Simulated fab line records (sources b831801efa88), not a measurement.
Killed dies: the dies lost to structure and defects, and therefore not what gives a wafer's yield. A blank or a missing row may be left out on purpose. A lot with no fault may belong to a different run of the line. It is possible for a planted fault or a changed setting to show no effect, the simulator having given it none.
Which of the tools did it? ; flow sky130 ; Sampling: 10 lots, 30 wafers, 6 of 708 route steps

## WHAT EACH GAUGE READ, for each wafer
SKY_POLY_GATE_THK_MEAS_01.
lot;measured;on;POLY_GATE_CVD_00_THK (nm)
L259;day 13 19:00;film metro-04;179.3 180.0 178.7
L260;day 14 08:22;film metro-03;184.0 182.1 182.6
L261;day 14 15:11;film metro-04;179.2 176.1 178.9
L262;day 14 19:44;film metro-04;181.3 182.6 180.7
L263;day 15 11:20;film metro-04;179.7 178.9 180.7
L264;day 16 00:02;film metro-01;180.2 181.6 179.6
L267;day 16 20:37;film metro-03;176.3 177.3 178.3
L268;day 17 05:59;film metro-03;179.3 181.0 180.9
L273;day 19 01:38;film metro-03;161.2 160.7 161.6
L282;day 22 06:02;film metro-03;179.3 180.0 179.6

SKY_LDD_LDN_OVL_MEAS_07.
lot;measured;on;LDD_LDN_OVL (nm)
L259;day 22 12:43;overlay-02;0.5 0.0 1.1
L260;day 23 02:06;overlay-02;-1.9 -0.9 -1.4
L261;day 23 14:06;overlay-02;1.4 1.8 1.5
L262;day 23 19:01;overlay-02;0.1 1.8 0.4
L263;day 24 09:19;overlay-01;0.6 0.2 1.1
L264;day 24 23:48;overlay-01;-0.5 -0.1 0.5
L267;day 25 20:28;overlay-01;2.4 1.9 4.0
L268;day 26 06:24;overlay-01;0.6 1.7 1.9
L273;day 27 23:55;overlay-02;-0.1 -0.5 0.4
L282;day 30 21:18;overlay-02;-1.7 -0.8 -0.9

## EACH LOT AND THE TOOL THAT RAN IT (in order: tool; ch and the chambers of the sampled wafers; start)
lot;SKY_VT_ADJUST_HVTR_STRIP_10;SKY_POLY_GATE_CVD_00;SKY_POLY_GATE_ETCH_15;SKY_POLY_GATE_ETCH_17
L259;plasma asher-02 ch 0,1, day 9 09:07;lpcvd-01 ch 1, day 13 17:47;rie diel-04 ch 0,1,2, day 16 02:01;rie si-02 ch 0,1, day 16 02:11
L260;plasma asher-02 ch 0,1, day 9 20:49;lpcvd-01 ch 0, day 14 07:10;rie diel-03 ch 1,2,3, day 16 16:01;rie si-02 ch 0,2,3, day 16 16:11
L261;plasma asher-03 ch 0,1, day 9 22:01;lpcvd-01 ch 1, day 14 13:59;rie diel-04 ch 0,1,3, day 17 01:01;rie si-01 ch 0,1, day 17 01:12
L262;plasma asher-04 ch 0,1, day 10 05:31;lpcvd-01 ch 1, day 14 18:32;rie diel-04 ch 1,2,3, day 17 07:16;rie si-01 ch 1,2,3, day 17 07:26
L263;plasma asher-04 ch 0,1, day 10 17:23;lpcvd-01 ch 1, day 15 10:07;rie diel-04 ch 0,3, day 17 22:01;rie si-01 ch 1,2, day 17 22:12
L264;plasma asher-02 ch 0,1, day 11 05:28;lpcvd-01 ch 0, day 15 22:50;rie diel-01 ch 0,1,2, day 18 12:31;rie si-01 ch 0,1,3, day 18 12:42
L267;plasma asher-04 ch 0,1, day 11 23:58;lpcvd-01 ch 0, day 16 19:25;rie diel-01 ch 2,3, day 19 10:37;rie si-02 ch 0,1,3, day 19 10:48
L268;plasma asher-04 ch 0,1, day 12 04:49;lpcvd-01 ch 0, day 17 04:46;rie diel-04 ch 1,2,3, day 19 20:52;rie si-02 ch 1,2, day 19 21:02
L273;plasma asher-03 ch 0,1, day 13 17:46;lpcvd-01 ch 0, day 18 22:56;rie diel-01 ch 0,2,3, day 21 17:31;rie si-02 ch 0,2, day 21 17:41
L282;plasma asher-03 ch 0,1, day 16 19:16;lpcvd-01 ch 0, day 22 04:50;rie diel-01 ch 1,2, day 24 18:40;rie si-01 ch 0,1, day 24 18:50
- SKY_VT_ADJUST_HVTR_STRIP_10: strips in O2/N2.
- SKY_POLY_GATE_CVD_00: deposits poly-Si, target thk 180 nm, time 720 s.
- SKY_POLY_GATE_ETCH_15: etches BARC in N2/H2, stops on SiO2, time 118.5 s, target depth 110 nm.
- SKY_POLY_GATE_ETCH_17: etches poly-Si in HBr/Cl2, stops on SiO2, target depth 180 nm, time 70.5 s.

## AS READ BY THE TOOLS THEMSELVES (means over the sampled wafers that have a number; for cases with no such wafer, the mark the record gives instead)
SKY_VT_ADJUST_HVTR_STRIP_10.
lot;tool;drypump motor current A (A);oes product au (a.u.);strip time to endpoint s (s)
L259;plasma asher-02;6.2;0.712;14.12
L260;plasma asher-02;6.1;0.719;14.15
L261;plasma asher-03;6.0;0.721;14.10
L262;plasma asher-04;6.5;0.713;14.21
L263;plasma asher-04;6.1;0.715;14.16
L264;plasma asher-02;6.2;0.717;14.22
L267;plasma asher-04;6.1;0.712;14.12
L268;plasma asher-04;6.1;0.715;14.21
L273;plasma asher-03;6.0;0.714;14.18
L282;plasma asher-03;6.0;0.717;14.17

SKY_POLY_GATE_CVD_00.
lot;tool;spike tc centre C (C);spike tc lower C (C);spike tc top C (C);spike tc upper C (C);susceptor temp C (C);zone power centre pct (%);zone power lower pct (%)
L259;lpcvd-01;621.4;619.6;636.5;621.0;619.9;9.43;9.25
L260;lpcvd-01;620.9;620.3;634.9;620.5;620.2;9.22;9.18
L261;lpcvd-01;620.9;619.9;636.2;620.9;620.0;9.47;9.27
L262;lpcvd-01;620.8;619.3;637.2;622.2;620.4;9.45;9.24
L263;lpcvd-01;620.9;619.3;636.8;621.2;620.1;9.48;9.28
L264;lpcvd-01;620.0;620.0;634.8;619.4;620.1;9.15;9.17
L267;lpcvd-01;620.6;620.6;635.7;620.6;620.7;9.10;9.20
L268;lpcvd-01;621.5;619.5;636.3;620.2;619.8;9.20;9.13
L273;lpcvd-01;617.1;615.6;631.1;615.9;616.1;9.20;9.06
L282;lpcvd-01;620.8;619.5;635.0;620.3;620.2;9.13;9.21

SKY_POLY_GATE_ETCH_15.
lot;tool;drypump motor current A (A);oes product au (a.u.);throttle valve pct (%)
L259;rie diel-04;5.7;0.718;13.213
L260;rie diel-03;5.5;0.719;13.209
L261;rie diel-04;5.7;0.718;13.206
L262;rie diel-04;5.5;0.714;13.216
L263;rie diel-04;6.0;0.720;13.212
L264;rie diel-01;5.9;0.718;13.213
L267;rie diel-01;5.3;0.716;13.214
L268;rie diel-04;5.5;0.715;13.207
L273;rie diel-01;5.4;0.713;13.214
L282;rie diel-01;5.6;0.720;13.225

SKY_POLY_GATE_ETCH_17.
lot;tool;drypump motor current A (A);he backside leak sccm (sccm);oes product au (a.u.);throttle valve pct (%)
L259;rie si-02;5.7;2.53;0.982;33.687
L260;rie si-02;6.5;2.59;0.993;33.681
L261;rie si-01;6.4;2.57;0.982;33.683
L262;rie si-01;6.3;2.44;0.984;33.678
L263;rie si-01;6.2;2.59;0.983;33.691
L264;rie si-01;6.4;2.42;0.987;33.677
L267;rie si-02;6.0;2.48;0.978;33.684
L268;rie si-02;5.7;2.66;0.991;33.680
L273;rie si-02;6.6;2.64;0.915;33.683
L282;rie si-01;6.4;2.53;0.980;33.672

## THE ANSWER, worked out from the rows above alone
Rule: what is usual is taken from the lots themselves. The widest of any qualifying gaps counts: lots, ordered by their means at a reading, are off when they make up no more than a third of the lots, leave a main group of 4 or more, and stand apart from it by 3 or more times the standard deviation of that group's means. The tables above print the reading to a certain number of digits; a main group whose means all agree to those digits is not used. Also off: a lot with no number at a reading for which 4 or more lots have one. Any other lot the step has rows for is counted as sound. The gauges are gone through in route order, then the tools' own readings, and for those a lot's mean is taken as printed above. At the first step where some lot is off, the reading lying furthest off is the one used; lots without a number count as furthest.
Off: L273, seen at SKY_POLY_GATE_THK_MEAS_01 (POLY_GATE_CVD_00_THK). The main group has a mean of 179.9 nm with a standard deviation of 1.6.
If a tool, at a process step before that reading, ran all the lots that are off and no sound lot after the first of them, it fits. The gauges at SKY_POLY_GATE_THK_MEAS_01 aren't tried: what is off there is off at SKY_POLY_GATE_CVD_00 too, on other tools, and a gauge's error can't cause that. None of those tried fits.

## WHAT WAS PUT IN BY THE SIMULATOR
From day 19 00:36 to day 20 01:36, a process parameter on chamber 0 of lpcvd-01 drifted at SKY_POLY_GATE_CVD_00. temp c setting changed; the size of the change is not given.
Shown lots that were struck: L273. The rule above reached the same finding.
